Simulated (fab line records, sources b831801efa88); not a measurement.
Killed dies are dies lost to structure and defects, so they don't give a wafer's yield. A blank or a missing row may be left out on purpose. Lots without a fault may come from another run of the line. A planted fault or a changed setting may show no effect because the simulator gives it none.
Which tool did it? | flow gf180mcu | 13 lots, 39 wafers sampled, at 1 step of a route of 602

WHAT THE GAUGES READ, wafer by wafer
GF_STI_THK_MEAS_30. Usual: STI_OXIDATION_02_THK 10.03 nm, standard deviation 0.2.
lot  | measured    | on            | STI_OXIDATION_02_THK (nm) | flag
L746 | day 2 06:43 | film_metro-03 | 9.81 9.73 9.86            |
L747 | day 2 10:26 | film_metro-01 | 10.38 10.27 10.40         |
L748 | day 2 15:49 | film_metro-03 | 9.68 9.74 9.78            |
L749 | day 2 22:07 | film_metro-01 | 10.04 9.93 10.07          |
L750 | day 3 02:49 | film_metro-03 | 9.75 9.78 9.87            |
L751 | day 3 06:32 | film_metro-03 | 9.89 10.04 9.92           |
L752 | day 3 12:52 | film_metro-02 | 9.85 9.88 9.80            |
L755 | day 4 05:27 | film_metro-03 | 10.30 10.22 10.38         |
L759 | day 5 00:27 | film_metro-01 | 10.02 9.77 9.91           |
L764 | day 6 02:59 | film_metro-01 | 10.14 10.21 10.09         |
L765 | day 6 08:42 | film_metro-02 | 10.16 10.14 10.15         |
L766 | day 6 14:11 | film_metro-03 | 10.11 10.26 10.08         |
L768 | day 7 05:22 | film_metro-01 | 9.96 10.04 9.94           |

WHICH TOOL RAN EACH LOT (tool, then ch and the chambers of the sampled wafers, then the start)
The record holds no process step before these readings.

WHAT THE TOOLS THEMSELVES READ (means of the sampled wafers that have a number; where no wafer has one, the mark that the record gives instead)
The record holds no such reading with a usual standard deviation.

THE ANSWER, worked out from the rows above alone
Rule: a lot is off if the mean of its wafers that have a number lies more than 3 standard deviations from the usual mean. A lot without any number at a reading at which 4 lots or more have one is off too. The other lots that the step has rows for count as sound. The gauges are gone through in route order, then the tools' own readings, and for those a lot's mean is taken as printed above. The first step at which some lot is off is used, and at that step the reading that is off furthest; a lot without a number counts as furthest.
No lot is off at any reading shown: from this, nothing can be told.

WHAT THE SIMULATOR HAD PUT IN
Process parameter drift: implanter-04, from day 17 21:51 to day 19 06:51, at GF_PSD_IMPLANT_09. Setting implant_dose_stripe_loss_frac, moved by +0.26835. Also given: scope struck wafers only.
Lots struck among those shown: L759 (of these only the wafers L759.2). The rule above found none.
